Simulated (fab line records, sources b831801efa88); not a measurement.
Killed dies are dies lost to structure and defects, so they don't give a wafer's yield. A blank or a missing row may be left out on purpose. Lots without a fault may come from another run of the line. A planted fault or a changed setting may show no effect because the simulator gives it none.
fab line records | flow sky130
record lots=5 wafers=15 last_day=45
route steps=708 shown VT_ADJUST_PCH@151 SONOS_TUNNEL@154 PAD_OPEN@708
lots that met no fault: from a run of the same line without faults
start_h: hours from the record's first day to the start of the lot's first wafer shown | wait_h: hours since the lot's step before | " the same as in the row above | L1.1+2: a row that stands for several wafers | - no value, or no start given | * or withheld: withheld | < > ~ a bound
route shown NAME@n: a module of which the file shows steps, and the number in the route of the first | usual: mean/standard deviation of fault-free wafers | same: alike in all rows | chamber/n: place in a boat | sites: the reading at each site | _std_site: their standard deviation | _edge_site: outer sites' mean less inner sites' | radius_mm: how far each site lies from the wafer's centre | mask NAME#n: copy n | behind: the tool/chamber that last shaped the wafer | hold: why the lot was held/for how many hours/how that ended | device: the transistor (n, p or np) that didn't switch | end of line: the same wafers' tests at the end of the route | a step without rows: its recipe alone | killed: dies lost to structure and defects at the first sort, not the wafer's yield | map: a wafer's dies, x killed, . not, _ none there
set.NAME: the setting as run; set.NAME@STEP: as run at that earlier step | model.NAME: the simulator's own value behind a step, which no gauge read
lots at some steps of the route; a table a step, a row a wafer
services: from which hour (start_h, from the record's first day; less than 0 if before it) a tool's chamber was out of use, for how many hours, and why
## steps
# step SKY_VT_ADJUST_PCH_IMPLANT_08
# recipe species=B energy_kev=10 dose_cm2=5e+11 tilt_deg=withheld
# step SKY_VT_ADJUST_PCH_STRIP_09
# recipe chemistry=O2/N2 power_w=1400 pressure_mtorr=1500 platen_temp_c=withheld o2_flow_sccm=3000 n2_flow_sccm=300 overash_fraction=0.5
# usual drypump_motor_current_A=5.9/0.34 oes_product_au=0.723/0.0043 strip_time_to_endpoint_s=36.98/0.11
# columns lot.wafer tool chamber start_h wait_h drypump_motor_current_A oes_product_au rf_hours_counter_h strip_time_to_endpoint_s
L628.2 plasma_asher-03 0 223.45 0.1 6.2 0.724 38 36.98
L628.3 " 1 " " 6.2 0.722 - 36.93
L628.4 " 0 " " 6.2 0.720 - 37.02
L629.1 plasma_asher-02 0 234.00 0.1 5.1 0.722 12 36.80
L629.4 " 0 " " 5.1 0.723 - 36.88
L629.5 " 0 " " 5.1 0.720 - 36.85
L634.1 plasma_asher-03 0 270.81 0.1 6.2 0.720 43 37.08
L634.4 " 0 " " 6.2 0.716 - 37.01
L634.5 " 0 " " 6.2 0.718 - 36.94
L635.1 plasma_asher-04 0 279.09 0.1 5.8 0.726 60 37.07
L635.2 " 1 " " 6.0 0.725 60 37.02
L635.5 " 1 " " 6.0 0.721 - 37.06
L636.2 plasma_asher-03 1 284.21 0.1 6.2 0.728 44 37.05
L636.4 " 1 " " 6.2 0.725 - 37.02
L636.5 " 1 " " 6.2 0.734 - 36.98
# step SKY_VT_ADJUST_PCH_TW_MEAS_10
# usual VT_ADJUST_PCH_TW=142.6/1.3
# columns lot.wafer tool chamber start_h wait_h VT_ADJUST_PCH_TW
L628.2 film_metro-04 - 223.56 0.1 141.8
L628.3 " - " " 141.5
L628.4 " - " " 141.0
L629.1 film_metro-02 - 234.10 0.1 144.8
L629.4 " - " " 145.0
L629.5 " - " " 145.6
L634.1 film_metro-01 - 270.91 0.1 141.4
L634.4 " - " " 141.5
L634.5 " - " " 142.2
L635.1 film_metro-04 - 279.19 0.1 142.1
L635.2 " - " " 142.3
L635.5 " - " " 142.3
L636.2 film_metro-02 - 284.32 0.1 143.9
L636.4 " - " " 144.2
L636.5 " - " " 143.7
# step SKY_SONOS_TUNNEL_DEHYDRATE_00
# recipe temp_c=200 time_s=60
# step SKY_SONOS_TUNNEL_HMDS_01
# recipe prime_time_s=60 prime_temp_c=120
# step SKY_SONOS_TUNNEL_COAT_02
# recipe resist=NOVOLAK spin_rpm=3000 resist_thk_nm=1140
# step SKY_SONOS_TUNNEL_SOFTBAKE_03
# recipe temp_c=90 time_s=60 resist=NOVOLAK
# step SKY_SONOS_TUNNEL_EXPOSE_04
# recipe mask_id=TUNM na=0.6 source_shape=conventional sigma_outer=0.6 polarization=unpolarized target_cd_nm=410 dose_mj=136
# step SKY_SONOS_TUNNEL_PEB_05
# recipe temp_c=withheld time_s=* resist=NOVOLAK
# step SKY_SONOS_TUNNEL_DEVELOP_06
# recipe resist=NOVOLAK developer=TMAH develop_time_s=60 dev_temp_c=23
# step SKY_SONOS_TUNNEL_CD_MEAS_07
# recipe target_cd_nm=410
# usual cd_nm=410.2/2.4
# columns lot.wafer tool chamber start_h wait_h cd_nm
L628.2 cd_sem-01 - 247.12 0.1 410.7
L628.3 " - " " 410.6
L628.4 " - " " 409.5
L629.1 cd_sem-02 - 257.07 0.1 412.6
L629.4 " - " " 412.1
L629.5 " - " " 411.3
L634.1 cd_sem-01 - 294.90 0.1 410.2
L634.4 " - " " 410.5
L634.5 " - " " 410.2
L635.1 cd_sem-01 - 303.27 0.1 407.6
L635.2 " - " " 406.8
L635.5 " - " " 406.3
L636.2 cd_sem-02 - 307.32 0.1 411.1
L636.4 " - " " 408.0
L636.5 " - " " 412.2
# step SKY_SONOS_TUNNEL_OVL_MEAS_08
# usual SONOS_TUNNEL_OVL=0.0/1.2
# columns lot.wafer tool chamber start_h wait_h SONOS_TUNNEL_OVL[nm]
L628.2 overlay-01 - 247.23 0.1 -0.1
L628.3 " - " " 0.7
L628.4 " - " " -0.8
L629.1 overlay-01 - 257.19 0.1 -0.4
L629.4 " - " " -2.9
L629.5 " - " " -1.0
L634.1 overlay-02 - 295.02 0.1 -0.6
L634.4 " - " " 0.8
L634.5 " - " " 0.9
L635.1 overlay-01 - 303.39 0.1 -2.0
L635.2 " - " " 0.3
L635.5 " - " " -1.5
L636.2 overlay-01 - 307.43 0.1 1.1
L636.4 " - " " 2.3
L636.5 " - " " 1.1
# step SKY_SONOS_TUNNEL_IMPLANT_09
# recipe species=B energy_kev=20 dose_cm2=1e+12 tilt_deg=withheld
# usual implant_ion_amu=11/0
# columns lot.wafer tool chamber start_h wait_h implant_ion_amu model.implant.rp_nm model.implant.drp_nm
L628.2 implanter-04 0 247.28 0.0 11 66.28 28.34
L628.3 " 0 " " 11 66.28 28.34
L628.4 " 0 " " 11 66.28 28.34
L629.1 implanter-01 0 257.23 0.0 11 64.25 28.34
L629.4 " 0 " " 11 64.25 28.34
L629.5 " 0 " " 11 64.25 28.34
L634.1 implanter-01 0 295.06 0.0 31 27.16 12.97
L634.4 " 0 " " 31 27.16 12.97
L634.5 " 0 " " 31 27.16 12.97
L635.1 implanter-01 0 303.43 0.0 31 26.76 12.97
L635.2 " 0 " " 31 26.76 12.97
L635.5 " 0 " " 31 26.76 12.97
L636.2 implanter-03 0 307.48 0.0 31 27.67 12.97
L636.4 " 0 " " 31 27.67 12.97
L636.5 " 0 " " 31 27.67 12.97
# step SKY_SONOS_TUNNEL_WET_ETCH_10
# recipe chemistry=dHF target_depth_nm=14 target=SiO2 dilution=100:1 temp_c=25 time_s=280
# step SKY_SONOS_TUNNEL_STRIP_11
# recipe chemistry=SPM time_s=600 temp_c=130
# step SKY_SONOS_TUNNEL_TW_MEAS_12
# usual SONOS_TUNNEL_TW=199.2/1.7
# columns lot.wafer tool chamber start_h wait_h hold SONOS_TUNNEL_TW
L628.2 film_metro-01 - 247.68 0.0 - 197.0
L628.3 " - " " - 197.2
L628.4 " - " " - 196.6
L629.1 film_metro-02 - 257.64 0.0 - 197.5
L629.4 " - " " - 198.0
L629.5 " - " " - 198.2
L634.1 film_metro-03 - 295.50 0.0 await_dispo/0.2h/release 375.6
L634.4 " - " " await_dispo/0.2h/release 374.9
L634.5 " - " " await_dispo/0.2h/release 375.5
L634.1 film_metro-03 - 295.72 0.2 - 374.6
L634.4 " - " " - 373.1
L634.5 " - " " - 375.5
L635.1 film_metro-01 - 303.96 0.0 await_dispo/0.2h/release 368.9
L635.2 " - " " await_dispo/0.2h/release 369.0
L635.5 " - " " await_dispo/0.2h/release 367.9
L635.1 film_metro-01 - 304.18 0.2 - 368.3
L635.2 " - " " - 366.5
L635.5 " - " " - 367.6
L636.2 film_metro-03 - 307.89 0.0 await_dispo/0.2h/release 375.7
L636.4 " - " " await_dispo/0.2h/release 373.9
L636.5 " - " " await_dispo/0.2h/release 375.9
L636.2 film_metro-03 - 308.12 0.2 - 375.8
L636.4 " - " " - 375.4
L636.5 " - " " - 373.5
# step SKY_PAD_OPEN_PROBE_99
# usual defect_limited_yield=82.1/1.7 killed_at_M0_to_M3=44/6.4 killed_at_M4_up=3.0/1.8 killed_at_contacts=24/5 killed_at_front_end=16/4.3 killed_at_other=0.4/0.76 killed_dies=88/8.6 killed_on_rim=18/4 killed_open=47/7.2 killed_short=40/5.5 sort_bin_3_pad_short=0.9/0.44 sort_bin_5_function=10.6/1.5 sort_bin_6_memory=6.4/1.2 sort_n_pass=404/8.6 sort_yield_pct=82.1/1.7
# same gross_dies=492 killed_at_back_side=0 sort_bin_4_leakage[%]=0 sort_bin_8_speed[%]=0
# columns lot.wafer tool chamber start_h wait_h defect_limited_yield[%] killed_at_M0_to_M3 killed_at_M4_up killed_at_contacts killed_at_front_end killed_at_other killed_dies killed_on_rim killed_open killed_short sort_bin_3_pad_short[%] sort_bin_5_function[%] sort_bin_6_memory[%] sort_n_pass sort_yield_pct[%]
L628.2 prober-01 - 1072.37 0.1 83.9 35 5 28 11 0 79 17 44 35 1.4 10.2 4.5 413 83.9
L628.3 prober-01 - 1072.42 0.2 82.9 38 3 25 18 0 84 16 50 34 0.8 8.7 7.5 408 82.9
L628.4 prober-01 - 1072.47 0.2 81.1 45 2 29 17 0 93 16 49 44 0.4 12.0 6.5 399 81.1
L629.1 prober-02 - 1077.92 0.1 83.5 37 6 15 20 3 81 14 40 39 1.2 9.6 5.7 411 83.5
L629.4 prober-02 - 1078.07 0.2 85.0 33 2 27 12 0 74 13 38 36 0.8 9.8 4.5 418 85.0
L629.5 prober-02 - 1078.12 0.2 79.3 53 2 26 20 1 102 22 56 45 0.8 12.6 7.3 390 79.3
# killed by level:class
L628.2 VIA1:geometric_particle:open=10 CONTACT:geometric_particle:open=10 LI_CONTACT:geometric_particle:open=7 CONTACT:geometric_particle:short=5 METAL1:geometric_particle:short=5 FIELD_ISO:geometric_particle:open=3 METAL2:geometric_particle:short=3 VIA1:geometric_particle:short=3
L628.3 CONTACT:geometric_particle:open=11 VIA1:geometric_particle:open=10 POLY_GATE:geometric_particle:open=6 LI_CONTACT:geometric_particle:open=6 VIA3:geometric_particle:open=4 VIA2:geometric_particle:open=4 METAL1:geometric_particle:short=4 VIA1:geometric_particle:short=4
L628.4 CONTACT:geometric_particle:short=12 VIA1:geometric_particle:open=10 VIA2:geometric_particle:open=9 CONTACT:geometric_particle:open=8 METAL3:geometric_particle:short=8 METAL2:geometric_particle:short=5 FIELD_ISO:geometric_particle:short=4 FIELD_ISO:geometric_particle:open=4
L629.1 VIA1:geometric_particle:open=8 CONTACT:geometric_particle:open=7 METAL2:geometric_particle:short=7 FIELD_ISO:geometric_particle:open=5 METAL1:geometric_particle:short=5 VIA3:geometric_particle:open=4 VIA2:geometric_particle:open=4 METAL4:geometric_particle:short=4
L629.4 CONTACT:geometric_particle:open=12 VIA1:geometric_particle:open=9 CONTACT:geometric_particle:short=7 FIELD_ISO:geometric_particle:short=5 METAL1:geometric_particle:short=5 VIA2:geometric_particle:open=5 LOCAL_INTERCONNECT:geometric_particle:short=4 VIA2:geometric_particle:short=4
L629.5 VIA2:geometric_particle:open=10 VIA3:geometric_particle:open=10 FIELD_ISO:geometric_particle:open=9 LI_CONTACT:geometric_particle:open=9 CONTACT:geometric_particle:open=6 VIA1:geometric_particle:open=6 METAL3:geometric_particle:short=5 POLY_GATE:geometric_particle:short=5
## services
# columns tool chamber start_h hours kind
implanter-01 - 204.65 0.6 repair
plasma_asher-04 - 226.88 14.6 pm
implanter-03 - 235.80 1.3 repair
implanter-04 - 258.52 1.2 repair
implanter-01 - 278.42 0.7 repair
implanter-01 - 288.25 2.9 repair
implanter-04 - 298.02 4.0 pm
## key
first_sign step=SKY_SONOS_TUNNEL_IMPLANT_09 reading=implant_ion_amu direction=up sigmas=99+ usual=11 struck=31
effect step=SKY_SONOS_TUNNEL_TW_MEAS_12 reading=visit direction=added
effect step=SKY_SONOS_TUNNEL_TW_MEAS_12 reading=SONOS_TUNNEL_TW direction=up sigmas=99+ usual=199.2 struck=373.0
model_effect step=SKY_SONOS_TUNNEL_IMPLANT_09 value=implant.rp_nm without=64.35 struck=27.2
met_at SKY_SONOS_TUNNEL_IMPLANT_09
struck_wafers L634.1,L634.4,L634.5,L635.1,L635.2,L635.5,L636.2,L636.4,L636.5
scrapped_behind SKY_SONOS_TUNNEL_TW_MEAS_12 L634.1,L634.4,L634.5,L635.1,L635.2,L635.5,L636.2,L636.4,L636.5
onset_between 257.23 295.06
fault kind=wrong_recipe_download tool=implanter-01,implanter-03,implanter-04 chamber=- onset_h=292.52 steps=SKY_SONOS_TUNNEL_IMPLANT_09 wrong_recipe.not_listed=1
